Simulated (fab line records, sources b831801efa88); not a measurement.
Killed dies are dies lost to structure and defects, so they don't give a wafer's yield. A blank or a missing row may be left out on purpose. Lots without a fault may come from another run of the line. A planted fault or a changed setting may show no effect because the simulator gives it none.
fab line records | flow sky130
record lots=12 wafers=36 last_day=50
route steps=708 shown CAPM@538 METAL3@565 VIA3@584 PAD_OPEN@708
lots that met no fault: from a run of the same line without faults
start_h: hours from the record's first day to the start of the lot's first wafer shown | wait_h: hours since the lot's step before | " the same as in the row above | L1.1+2: a row that stands for several wafers | - no value, or no start given | * or withheld: withheld | < > ~ a bound
route shown NAME@n: a module of which the file shows steps, and the number in the route of the first | usual: mean/standard deviation of fault-free wafers | same: alike in all rows | chamber/n: place in a boat | sites: the reading at each site | _std_site: their standard deviation | _edge_site: outer sites' mean less inner sites' | radius_mm: how far each site lies from the wafer's centre | mask NAME#n: copy n | behind: the tool/chamber that last shaped the wafer | hold: why the lot was held/for how many hours/how that ended | device: the transistor (n, p or np) that didn't switch | end of line: the same wafers' tests at the end of the route | a step without rows: its recipe alone | killed: dies lost to structure and defects at the first sort, not the wafer's yield | map: a wafer's dies, x killed, . not, _ none there
set.NAME: the setting as run; set.NAME@STEP: as run at that earlier step | model.NAME: the simulator's own value behind a step, which no gauge read
steps of the route over a sample of lots; a table a step, a row a wafer
services: from which hour (start_h, from the record's first day; less than 0 if before it) a tool's chamber was out of use, for how many hours, and why
## steps
# step SKY_CAPM_THK_MEAS_01
# recipe reads=SiO2_of_CAPM_CVD_00
# usual CAPM_CVD_00_THK=15.44/0.23
# columns lot.wafer tool chamber start_h wait_h CAPM_CVD_00_THK[nm]
L605.2 film_metro-01 - 855.94 - 15.18
L605.5 " - " " 15.41
L605.6 " - " " 15.37
L606.2 film_metro-03 - 862.27 - 15.30
L606.3 " - " " 15.31
L606.4 " - " " 15.48
L607.3 film_metro-03 - 873.84 - 15.20
L607.4 " - " " 15.30
L607.6 " - " " 15.18
L608.2 film_metro-03 - 880.59 - 14.96
L608.3 " - " " 15.11
L608.6 " - " " 15.59
L617.1 film_metro-04 - 940.03 - 15.10
L617.4 " - " " 15.68
L617.5 " - " " 15.70
L618.3 film_metro-04 - 945.98 - 15.41
L618.4 " - " " 15.80
L618.5 " - " " 15.79
L619.1 film_metro-04 - 951.19 - 15.31
L619.2 " - " " 15.32
L619.5 " - " " 15.57
L620.2 film_metro-04 - 955.54 - 14.91
L620.4 " - " " 15.47
L620.6 " - " " 15.27
L621.1 film_metro-01 - 964.75 - 15.69
L621.2 " - " " 15.34
L621.4 " - " " 15.65
L622.1 film_metro-04 - 969.68 - 15.47
L622.3 " - " " 15.34
L622.6 " - " " 15.69
L623.1 film_metro-01 - 987.43 - 15.68
L623.2 " - " " 15.41
L623.5 " - " " 15.72
L626.3 film_metro-01 - 998.88 - 15.28
L626.4 " - " " 15.39
L626.6 " - " " 15.37
# step SKY_METAL3_DESCUM_15
# recipe chemistry=O2 source_power_w=150 bias_power_w=0 pressure_mtorr=10 temp_c=40 time_s=8
# usual drypump_motor_current_A=6.1/0.41 oes_product_au=1.004/0.011
# columns lot.wafer tool chamber start_h wait_h drypump_motor_current_A oes_product_au rf_hours_counter_h
L605.2 rie_metal-02 0 908.10 0.0 6.0 0.994 4
L605.5 " 0 " " 6.0 1.005 -
L605.6 " 1 " " 5.8 0.988 -
L606.2 rie_metal-02 1 913.15 0.0 5.9 0.994 13
L606.3 " 0 " " 6.0 0.995 -
L606.4 " 1 " " 5.9 0.995 -
L607.3 rie_metal-02 0 924.58 0.0 6.1 0.998 -
L607.4 " 1 " " 5.9 0.994 -
L607.6 " 1 " " 5.9 0.999 -
L608.2 rie_metal-02 0 932.20 0.0 6.0 0.987 5
L608.3 " 1 " " 5.9 1.000 -
L608.6 " 0 " " 6.0 1.011 -
L617.1 rie_metal-04 1 988.17 0.0 5.5 0.998 13
L617.4 " 0 " " 5.8 1.008 -
L617.5 " 0 " " 5.9 1.011 -
L618.3 rie_metal-01 0 994.96 0.0 6.7 0.988 -
L618.4 " 1 " " 6.5 1.012 -
L618.5 " 1 " " 6.5 1.023 -
L619.1 rie_metal-01 1 998.42 0.0 6.5 1.020 12
L619.2 " 0 " " 6.6 0.994 18
L619.5 " 1 " " 6.5 1.018 -
L620.2 rie_metal-01 0 1002.62 0.0 6.7 1.005 18
L620.4 " 1 " " 6.6 1.015 -
L620.6 " 0 " " 6.7 1.001 -
L621.1 rie_metal-01 1 1011.75 0.0 6.6 1.017 12
L621.2 " 0 " " 6.6 0.993 19
L621.4 " 1 " " 6.6 1.013 -
L622.1 rie_metal-04 1 1017.22 0.0 5.5 0.999 15
L622.3 " 1 " " 5.5 0.994 -
L622.6 " 1 " " 5.4 0.989 -
L623.1 rie_metal-02 0 1033.82 0.0 6.1 0.994 11
L623.2 " 1 " " 5.9 0.994 19
L623.5 " 0 " " 6.1 1.000 -
L626.3 rie_metal-01 1 1045.63 0.0 6.5 1.021 -
L626.4 " 0 " " 6.6 0.985 -
L626.6 " 0 " " 6.6 0.996 -
# step SKY_VIA3_DEVELOP_11
# recipe develop_time_s=60 resist=KrF-thick dev_temp_c=21
# usual developer_temp_C=21.01/0.12
# columns lot.wafer tool chamber start_h wait_h developer_temp_C
L605.2 litho_track-02 0 934 - 20.91
L605.5 " 0 " " 21.09
L605.6 " 0 " " 21.14
L606.2 litho_track-03 0 938 - 21.13
L606.3 " 0 " " 21.08
L606.4 " 0 " " 21.10
L607.3 litho_track-02 0 950 - 21.07
L607.4 " 0 " " 21.19
L607.6 " 0 " " 21.20
L608.2 litho_track-03 0 957 - 20.82
L608.3 " 0 " " 20.85
L608.6 " 0 958 - 20.97
L617.1 litho_track-03 0 1012 - 21.07
L617.4 " 0 " " 21.16
L617.5 " 0 " " 21.05
L618.3 litho_track-02 0 1019 - 21.05
L618.4 " 0 " " 21.19
L618.5 " 0 " " 20.94
L619.1 litho_track-03 0 1022 - 21.86
L619.2 " 0 " " 21.69
L619.5 " 0 " " 21.76
L620.2 litho_track-03 0 1026 - 21.91
L620.4 " 0 " " 21.81
L620.6 " 0 " " 21.90
L621.1 litho_track-02 0 1036 - 21.12
L621.2 " 0 " " 21.07
L621.4 " 0 " " 21.16
L622.1 litho_track-03 0 1040 - 21.93
L622.3 " 0 " " 21.86
L622.6 " 0 1041 - 21.94
L623.1 litho_track-02 0 1057 - 20.76
L623.2 " 0 " " 20.78
L623.5 " 0 " " 20.79
L626.3 litho_track-01 0 1069 - 21.07
L626.4 " 0 " " 21.32
L626.6 " 0 " " 21.09
# step SKY_VIA3_ETCH_14
# recipe chemistry=N2/H2 target=BARC ion_energy_ev=200 source_w=500 bias_w=100 pressure_mtorr=30 n2_flow_sccm=100 h2_flow_sccm=200 stop_on=SiO2 time_s=45.9 target_depth_a=600
# usual drypump_motor_current_A=5.6/0.45 oes_product_au=0.855/0.0046 throttle_valve_pct=13.227/0.0085
# columns lot.wafer tool chamber start_h wait_h drypump_motor_current_A oes_product_au rf_hours_counter_h throttle_valve_pct
L605.2 rie_diel-01 3 935.12 0.0 5.2 0.849 7 13.232
L605.5 " 0 " " 5.9 0.853 - 13.223
L605.6 " 3 " " 5.2 0.850 - 13.237
L606.2 rie_diel-01 3 938.83 0.0 5.2 0.853 7 13.210
L606.3 " 0 " " 5.9 0.848 20 13.237
L606.4 " 1 " " 5.6 0.857 10 13.222
L607.3 rie_diel-04 3 950.82 0.0 6.1 0.852 2 13.242
L607.4 " 0 " " 6.3 0.847 22 13.225
L607.6 " 0 " " 6.3 0.857 - 13.224
L608.2 rie_diel-04 0 958.18 0.0 6.3 0.862 22 13.229
L608.3 " 1 " " 5.6 0.858 13 13.243
L608.6 " 3 " " 6.1 0.858 - 13.228
L617.1 rie_diel-04 0 1012.48 0.0 6.3 0.847 24 13.235
L617.4 " 2 " " 5.7 0.859 23 13.229
L617.5 " 0 " " 6.3 0.852 - 13.225
L618.3 rie_diel-01 1 1019.72 0.0 5.6 0.851 13 13.232
L618.4 " 0 " " 6.0 0.852 22 13.239
L618.5 " 2 " " 4.9 0.854 - 13.220
L619.1 rie_diel-01 1 1022.88 0.0 5.6 0.847 13 13.231
L619.2 " 0 " " 6.0 0.855 23 13.218
L619.5 " 1 " " 5.6 0.859 - 13.222
L620.2 rie_diel-01 1 1026.83 0.0 5.6 0.846 13 13.231
L620.4 " 2 " " 4.9 0.848 18 13.219
L620.6 " 3 " " 5.2 0.852 - 13.202
L621.1 rie_diel-02 2 1036.82 0.0 5.4 0.852 5 13.233
L621.2 " 1 " " 5.2 0.858 16 13.236
L621.4 " 3 " " 6.2 0.856 - 13.220
L622.1 rie_diel-01 3 1041.18 0.0 5.2 0.864 10 13.225
L622.3 " 2 " " 4.9 0.853 19 13.221
L622.6 " 0 " " 6.0 0.853 - 13.227
L623.1 rie_diel-04 0 1057.47 0.0 6.3 0.848 26 13.240
L623.2 " 3 " " 6.2 0.861 6 13.237
L623.5 " 3 " " 6.1 0.854 - 13.225
L626.3 rie_diel-01 1 1069.45 0.0 5.6 0.860 14 13.230
L626.4 " 2 " " 4.9 0.854 20 13.225
L626.6 " 1 " " 5.6 0.853 - 13.247
# step SKY_PAD_OPEN_PROBE_99
# usual defect_limited_yield=82.4/1.8 killed_at_M0_to_M3=44/6 killed_at_M4_up=2.9/1.5 killed_at_contacts=24/4.9 killed_at_front_end=16/4.3 killed_at_other=0.3/0.54 killed_dies=87/8.7 killed_open=48/6.7 killed_short=39/5.9 sort_bin_3_pad_short=0.9/0.4 sort_bin_5_function=10.5/1.5 sort_bin_6_memory=6.2/1.1 sort_n_pass=405/8.7 sort_yield_pct=82.4/1.8
# same gross_dies=492 killed_at_back_side=0 sort_bin_4_leakage[%]=0 sort_bin_8_speed[%]=0
# columns lot.wafer tool chamber start_h wait_h defect_limited_yield[%] killed_at_M0_to_M3 killed_at_M4_up killed_at_contacts killed_at_front_end killed_at_other killed_dies killed_open killed_short sort_bin_3_pad_short[%] sort_bin_5_function[%] sort_bin_6_memory[%] sort_n_pass sort_yield_pct[%]
L605.2 prober-02 - 1081.68 0.1 80.7 45 3 22 25 0 95 57 38 0.8 11.4 7.1 397 80.7
L605.5 prober-02 - 1081.83 0.2 80.5 53 3 18 22 0 96 55 41 0.6 11.8 7.1 396 80.5
L605.6 prober-02 - 1081.88 0.2 81.7 43 4 23 20 0 90 47 43 1.2 10.4 6.7 402 81.7
L606.2 prober-01 - 1085.93 0.1 81.1 41 2 36 13 1 93 49 44 1.4 9.3 8.1 399 81.1
L606.3 prober-01 - 1085.98 0.2 82.9 40 3 28 12 1 84 44 40 0.4 11.4 5.3 408 82.9
L606.4 prober-01 - 1086.03 0.2 82.7 41 1 26 14 3 85 43 42 0.4 10.4 6.5 407 82.7
L607.3 prober-01 - 1095.58 0.2 82.1 43 6 24 15 0 88 39 49 1.0 10.2 6.7 404 82.1
L607.4 prober-01 - 1095.63 0.2 84.1 39 2 23 14 0 78 37 41 0.4 11.6 3.9 414 84.1
L607.6 prober-01 - 1095.73 0.2 84.6 39 5 19 12 1 76 43 32 0.6 9.6 5.3 416 84.6
L608.2 prober-02 - 1101.98 0.1 81.1 43 4 32 14 0 93 53 40 1.4 10.6 6.9 399 81.1
L608.3 prober-02 - 1102.03 0.2 81.7 47 4 24 14 1 90 43 47 0.6 11.2 6.5 402 81.7
L608.6 prober-02 - 1102.18 0.2 83.5 36 2 26 17 0 81 46 35 0.2 9.6 6.7 411 83.5
L617.1 prober-02 - 1147.67 0.1 84.1 33 6 25 14 0 78 40 37 0.8 9.8 5.3 414 84.1
L617.4 prober-02 - 1147.82 0.2 79.1 46 4 34 19 0 103 54 49 1.6 10.4 8.9 389 79.1
L617.5 prober-02 - 1147.87 0.2 80.3 51 3 24 19 0 97 36 60 1.0 13.2 5.5 395 80.3
L618.3 prober-01 - 1152.27 0.2 83.7 35 1 25 18 1 80 43 37 1.2 8.7 6.3 412 83.7
L618.4 prober-01 - 1152.32 0.2 81.5 51 5 18 17 0 91 55 36 1.0 12.2 5.3 401 81.5
L618.5 prober-01 - 1152.37 0.2 81.9 50 3 21 15 0 89 46 43 0.8 11.6 5.7 403 81.9
L619.1 prober-02 - 1153.82 0.1 81.3 47 4 20 21 0 92 46 45 0.4 11.6 6.7 400 81.3
L619.2 prober-02 - 1153.87 0.1 79.7 42 4 31 23 0 100 56 44 0.8 13.2 6.3 392 79.7
L619.5 prober-02 - 1154.02 0.2 81.1 51 5 18 19 0 93 51 42 1.0 10.4 7.5 399 81.1
L620.2 prober-01 - 1157.46 0.1 82.5 57 3 12 13 1 86 50 36 0.4 11.8 5.3 406 82.5
L620.4 prober-01 - 1157.56 0.2 85.4 48 1 15 8 0 72 37 34 1.0 7.5 6.1 420 85.4
L620.6 prober-01 - 1157.66 0.2 83.5 46 3 21 11 0 81 45 36 0.4 10.4 5.7 411 83.5
L621.1 prober-02 - 1165.37 0.1 82.3 42 2 28 15 0 87 43 44 1.2 9.6 6.9 405 82.3
L621.2 prober-02 - 1165.42 0.1 82.1 49 2 24 12 1 88 49 39 0.8 10.8 6.3 404 82.1
L621.4 prober-02 - 1165.52 0.2 79.3 53 3 26 20 0 102 57 44 1.4 13.0 6.3 390 79.3
L622.1 prober-01 - 1169.02 0.1 82.1 55 3 18 12 0 88 52 36 0.2 10.8 6.9 404 82.1
L622.3 prober-01 - 1169.12 0.2 81.3 46 5 28 13 0 92 50 41 1.2 11.2 6.3 400 81.3
L622.6 prober-01 - 1169.27 0.2 82.5 51 3 21 11 0 86 46 40 0.4 10.2 6.9 406 82.5
L623.1 prober-02 - 1181.08 0.1 83.5 39 2 22 17 1 81 43 36 1.2 10.4 4.9 411 83.5
L623.2 prober-02 - 1181.13 0.1 82.1 43 2 28 13 2 88 50 36 0.6 8.7 8.5 404 82.1
L623.5 prober-02 - 1181.28 0.2 80.7 43 3 32 16 1 95 51 43 1.0 13.2 5.1 397 80.7
L626.3 prober-01 - 1191.14 0.2 82.5 48 1 25 12 0 86 40 46 1.0 10.4 6.1 406 82.5
L626.4 prober-01 - 1191.19 0.2 82.9 43 2 24 14 1 84 56 28 1.0 11.2 4.9 408 82.9
L626.6 prober-01 - 1191.29 0.2 81.7 51 7 16 15 1 90 49 41 1.0 10.4 6.9 402 81.7
# killed by level:class
L605.2 VIA1:geometric_particle:open=12 CONTACT:geometric_particle:open=10 LI_CONTACT:geometric_particle:open=7 VIA1:geometric_particle:short=7 METAL1:geometric_particle:short=6 FIELD_ISO:geometric_particle:open=5 POLY_GATE:geometric_particle:short=5 POLY_GATE:geometric_particle:open=5
L605.5 VIA1:geometric_particle:open=15 VIA2:geometric_particle:open=9 CONTACT:geometric_particle:open=8 METAL2:geometric_particle:short=8 POLY_GATE:geometric_particle:short=7 VIA1:geometric_particle:short=6 VIA3:geometric_particle:open=5 FIELD_ISO:geometric_particle:open=4
L605.6 CONTACT:geometric_particle:open=9 VIA1:geometric_particle:short=7 VIA2:geometric_particle:open=6 VIA1:geometric_particle:open=6 FIELD_ISO:geometric_particle:open=5 POLY_GATE:geometric_particle:open=5 METAL1:geometric_particle:short=5 VIA3:geometric_particle:open=5
L606.2 VIA1:geometric_particle:open=13 CONTACT:geometric_particle:open=12 FIELD_ISO:geometric_particle:short=9 CONTACT:geometric_particle:short=9 LI_CONTACT:geometric_particle:open=8 VIA3:geometric_particle:open=5 METAL1:geometric_particle:short=5 VIA2:geometric_particle:short=5
L606.3 CONTACT:geometric_particle:open=14 VIA1:geometric_particle:open=11 CONTACT:geometric_particle:short=8 METAL2:geometric_particle:short=6 LI_CONTACT:geometric_particle:open=5 VIA2:geometric_particle:short=5 SPACER:geometric_particle:short=4 VIA3:geometric_particle:short=4
L606.4 VIA1:geometric_particle:open=16 CONTACT:geometric_particle:open=10 VIA1:geometric_particle:short=8 FIELD_ISO:geometric_particle:short=6 LI_CONTACT:geometric_particle:open=6 METAL1:geometric_particle:short=5 CONTACT:geometric_particle:short=4 LI_CONTACT:geometric_particle:short=3
L607.3 CONTACT:geometric_particle:open=7 LI_CONTACT:geometric_particle:open=6 METAL1:geometric_particle:short=6 VIA1:geometric_particle:open=6 METAL4:geometric_particle:short=6 VIA3:geometric_particle:open=6 CONTACT:geometric_particle:short=5 METAL2:geometric_particle:short=5
L607.4 VIA2:geometric_particle:open=9 VIA1:geometric_particle:open=7 CONTACT:geometric_particle:short=6 FIELD_ISO:geometric_particle:short=5 VIA2:geometric_particle:short=5 LI_CONTACT:geometric_particle:open=5 CONTACT:geometric_particle:open=5 LOCAL_INTERCONNECT:geometric_particle:short=4
L607.6 LI_CONTACT:geometric_particle:open=8 VIA1:geometric_particle:open=8 VIA3:geometric_particle:open=7 VIA1:geometric_particle:short=6 VIA2:geometric_particle:open=6 METAL4:geometric_particle:short=4 CONTACT:geometric_particle:open=4 METAL1:geometric_particle:short=4
L608.2 CONTACT:geometric_particle:open=11 VIA2:geometric_particle:open=10 LI_CONTACT:geometric_particle:open=9 VIA1:geometric_particle:open=8 LOCAL_INTERCONNECT:geometric_particle:short=7 VIA3:geometric_particle:open=6 FIELD_ISO:geometric_particle:short=5 METAL3:geometric_particle:short=5
L608.3 CONTACT:geometric_particle:short=10 VIA3:geometric_particle:open=10 POLY_GATE:geometric_particle:open=7 VIA2:geometric_particle:open=7 LOCAL_INTERCONNECT:geometric_particle:short=6 VIA2:geometric_particle:short=5 METAL2:geometric_particle:short=5 CONTACT:geometric_particle:open=4
L608.6 CONTACT:geometric_particle:open=9 VIA1:geometric_particle:open=9 FIELD_ISO:geometric_particle:short=6 METAL2:geometric_particle:short=6 VIA3:geometric_particle:open=6 CONTACT:geometric_particle:short=5 LI_CONTACT:geometric_particle:open=5 POLY_GATE:geometric_particle:open=5
L617.1 CONTACT:geometric_particle:open=10 CONTACT:geometric_particle:short=7 METAL1:geometric_particle:short=6 VIA2:geometric_particle:open=6 FIELD_ISO:geometric_particle:short=4 LI_CONTACT:geometric_particle:open=4 LOCAL_INTERCONNECT:geometric_particle:short=4 VIA1:geometric_particle:open=4
L617.4 CONTACT:geometric_particle:open=12 VIA1:geometric_particle:open=10 LI_CONTACT:geometric_particle:open=8 VIA3:geometric_particle:short=7 LOCAL_INTERCONNECT:geometric_particle:short=7 VIA3:geometric_particle:open=7 CONTACT:geometric_particle:short=6 POLY_GATE:geometric_particle:short=5
L617.5 POLY_GATE:geometric_particle:short=9 VIA1:geometric_particle:open=9 CONTACT:geometric_particle:open=8 FIELD_ISO:geometric_particle:short=6 METAL2:geometric_particle:short=6 VIA3:geometric_particle:short=6 LI_CONTACT:geometric_particle:short=5 CONTACT:geometric_particle:short=5
L618.3 VIA1:geometric_particle:open=9 LI_CONTACT:geometric_particle:open=8 LOCAL_INTERCONNECT:geometric_particle:short=8 VIA3:geometric_particle:open=7 FIELD_ISO:geometric_particle:short=5 CONTACT:geometric_particle:open=5 CONTACT:geometric_particle:short=4 VIA2:geometric_particle:open=4
L618.4 VIA3:geometric_particle:open=12 VIA1:geometric_particle:open=10 LI_CONTACT:geometric_particle:open=7 VIA2:geometric_particle:open=6 CONTACT:geometric_particle:open=6 FIELD_ISO:geometric_particle:open=5 METAL3:geometric_particle:short=5 METAL4:geometric_particle:short=5
L618.5 VIA1:geometric_particle:open=16 VIA2:geometric_particle:short=7 POLY_GATE:geometric_particle:open=6 LI_CONTACT:geometric_particle:open=6 CONTACT:geometric_particle:short=6 VIA1:geometric_particle:short=6 METAL2:geometric_particle:short=5 VIA2:geometric_particle:open=5
L619.1 CONTACT:geometric_particle:open=8 VIA1:geometric_particle:open=8 METAL2:geometric_particle:short=8 VIA2:geometric_particle:open=8 FIELD_ISO:geometric_particle:short=6 FIELD_ISO:geometric_particle:open=5 POLY_GATE:geometric_particle:short=5 VIA1:geometric_particle:short=4
L619.2 CONTACT:geometric_particle:open=14 METAL1:geometric_particle:short=9 VIA1:geometric_particle:open=9 LI_CONTACT:geometric_particle:open=8 FIELD_ISO:geometric_particle:open=6 POLY_GATE:geometric_particle:open=6 POLY_GATE:geometric_particle:short=5 METAL2:geometric_particle:short=5
L619.5 VIA3:geometric_particle:open=13 VIA1:geometric_particle:open=11 POLY_GATE:geometric_particle:short=8 LI_CONTACT:geometric_particle:open=8 CONTACT:geometric_particle:open=6 METAL2:geometric_particle:short=6 VIA2:geometric_particle:open=5 METAL4:geometric_particle:short=5
L620.2 VIA3:geometric_particle:open=12 VIA1:geometric_particle:open=10 VIA2:geometric_particle:open=10 VIA1:geometric_particle:short=7 METAL2:geometric_particle:short=6 POLY_GATE:geometric_particle:open=5 CONTACT:geometric_particle:open=5 FIELD_ISO:geometric_particle:open=4
L620.4 VIA1:geometric_particle:open=13 METAL2:geometric_particle:short=8 METAL1:geometric_particle:short=6 LI_CONTACT:geometric_particle:open=5 VIA3:geometric_particle:open=5 VIA1:geometric_particle:short=4 CONTACT:geometric_particle:open=4 CONTACT:geometric_particle:short=4
L620.6 VIA1:geometric_particle:open=13 CONTACT:geometric_particle:open=7 VIA1:geometric_particle:short=7 LI_CONTACT:geometric_particle:open=6 VIA3:geometric_particle:open=6 VIA3:geometric_particle:short=5 CONTACT:geometric_particle:short=4 METAL2:geometric_particle:short=4
L621.1 VIA1:geometric_particle:open=12 LI_CONTACT:geometric_particle:short=9 CONTACT:geometric_particle:open=7 LI_CONTACT:geometric_particle:open=6 FIELD_ISO:geometric_particle:short=5 VIA2:geometric_particle:short=5 VIA1:geometric_particle:short=5 VIA2:geometric_particle:open=5
L621.2 VIA1:geometric_particle:open=15 CONTACT:geometric_particle:open=9 VIA3:geometric_particle:open=8 CONTACT:geometric_particle:short=6 METAL2:geometric_particle:short=6 VIA2:geometric_particle:open=5 FIELD_ISO:geometric_particle:open=4 FIELD_ISO:geometric_particle:short=4
L621.4 VIA1:geometric_particle:short=12 VIA1:geometric_particle:open=11 LI_CONTACT:geometric_particle:open=9 CONTACT:geometric_particle:open=8 METAL2:geometric_particle:short=6 VIA2:geometric_particle:open=6 FIELD_ISO:geometric_particle:open=5 METAL2:geometric_particle:open=5
L622.1 CONTACT:geometric_particle:open=12 VIA1:geometric_particle:open=12 VIA2:geometric_particle:open=8 VIA2:geometric_particle:short=7 VIA3:geometric_particle:open=7 METAL2:geometric_particle:short=5 VIA1:geometric_particle:short=4 METAL2:geometric_particle:open=4
L622.3 VIA2:geometric_particle:open=11 VIA1:geometric_particle:open=10 LI_CONTACT:geometric_particle:open=7 CONTACT:geometric_particle:open=7 VIA3:geometric_particle:open=7 CONTACT:geometric_particle:short=6 METAL2:geometric_particle:short=5 METAL4:geometric_particle:short=5
L622.6 VIA2:geometric_particle:open=12 VIA1:geometric_particle:open=10 METAL1:geometric_particle:short=8 LI_CONTACT:geometric_particle:open=7 METAL2:geometric_particle:short=6 LOCAL_INTERCONNECT:geometric_particle:short=4 CONTACT:geometric_particle:open=4 VIA3:geometric_particle:open=4
L623.1 VIA2:geometric_particle:open=9 LI_CONTACT:geometric_particle:open=8 VIA1:geometric_particle:open=7 POLY_GATE:geometric_particle:short=5 CONTACT:geometric_particle:short=5 METAL1:geometric_particle:short=5 VIA3:geometric_particle:open=4 LOCAL_INTERCONNECT:geometric_particle:short=4
L623.2 CONTACT:geometric_particle:open=13 VIA1:geometric_particle:open=7 METAL2:geometric_particle:short=7 VIA2:geometric_particle:open=7 VIA2:geometric_particle:short=6 VIA3:geometric_particle:open=5 LI_CONTACT:geometric_particle:open=5 CONTACT:geometric_particle:short=5
L623.5 CONTACT:geometric_particle:open=15 VIA1:geometric_particle:short=9 VIA2:geometric_particle:open=7 LI_CONTACT:geometric_particle:open=7 CONTACT:geometric_particle:short=5 METAL1:geometric_particle:short=5 VIA1:geometric_particle:open=5 METAL2:geometric_particle:short=4
L626.3 CONTACT:geometric_particle:short=10 VIA1:geometric_particle:open=10 VIA3:geometric_particle:short=6 CONTACT:geometric_particle:open=5 VIA2:geometric_particle:open=5 VIA3:geometric_particle:open=5 LI_CONTACT:geometric_particle:short=4 LI_CONTACT:geometric_particle:open=4
L626.4 VIA1:geometric_particle:open=14 CONTACT:geometric_particle:open=10 VIA3:geometric_particle:open=8 VIA2:geometric_particle:open=7 LI_CONTACT:geometric_particle:open=5 METAL1:geometric_particle:short=4 FIELD_ISO:geometric_particle:short=3 FIELD_ISO:geometric_particle:open=3
L626.6 VIA1:geometric_particle:open=11 METAL2:geometric_particle:short=8 VIA2:geometric_particle:open=8 VIA3:geometric_particle:open=8 METAL4:geometric_particle:short=7 FIELD_ISO:geometric_particle:open=6 FIELD_ISO:geometric_particle:short=5 LI_CONTACT:geometric_particle:open=5
## services
# columns tool chamber start_h hours kind
rie_diel-04 1 898.08 1.4 repair
rie_diel-01 3 900.54 6.2 repair
rie_diel-02 0 913.75 4.2 repair
rie_diel-04 1 915.12 7.9 repair
rie_metal-04 1 918.84 24.1 repair
rie_metal-02 - 919.17 2.8 pm
rie_diel-01 2 922.82 14.6 repair
rie_diel-04 3 925.16 3.4 repair
rie_diel-02 2 930.15 5.0 repair
rie_diel-02 3 949.35 1.3 repair
rie_diel-01 - 977.94 2.8 pm
rie_diel-01 3 986.28 10.2 repair
rie_diel-04 2 991.01 8.9 repair
rie_diel-02 0 1010.10 - clean
rie_diel-02 0 1010.10 - consumable_replace:showerhead
rie_diel-02 0 1010.10 31.9 scheduled_down
rie_diel-02 - 1010.87 2.8 pm
rie_diel-02 - 1016.30 15.6 pm
rie_diel-04 - 1017.37 0.2 repair
rie_diel-01 1 1036.50 9.4 repair
rie_metal-02 1 1044.91 40.5 repair
rie_metal-01 - 1047.69 2.8 pm
rie_diel-02 - 1056.97 0.3 repair
rie_metal-01 - 1068.35 0.7 repair
## key
first_sign step=SKY_VIA3_DEVELOP_11 reading=developer_temp_C direction=up sigmas=7.2 usual=* struck=*
effect none on later readings
met_at SKY_VIA3_DEVELOP_11
struck_lots L619,L620,L622
not_acting_at SKY_CAPM_THK_MEAS_01,SKY_METAL3_DESCUM_15,SKY_VIA3_ETCH_14
onset_between 1012 1022
fault kind=process_parameter_drift tool=litho_track-03 chamber=- onset_h=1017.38 steps=SKY_VIA3_DEVELOP_11 channel=dev_temp_c offset=* shape=step end_h=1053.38 acts_in=* stated=*
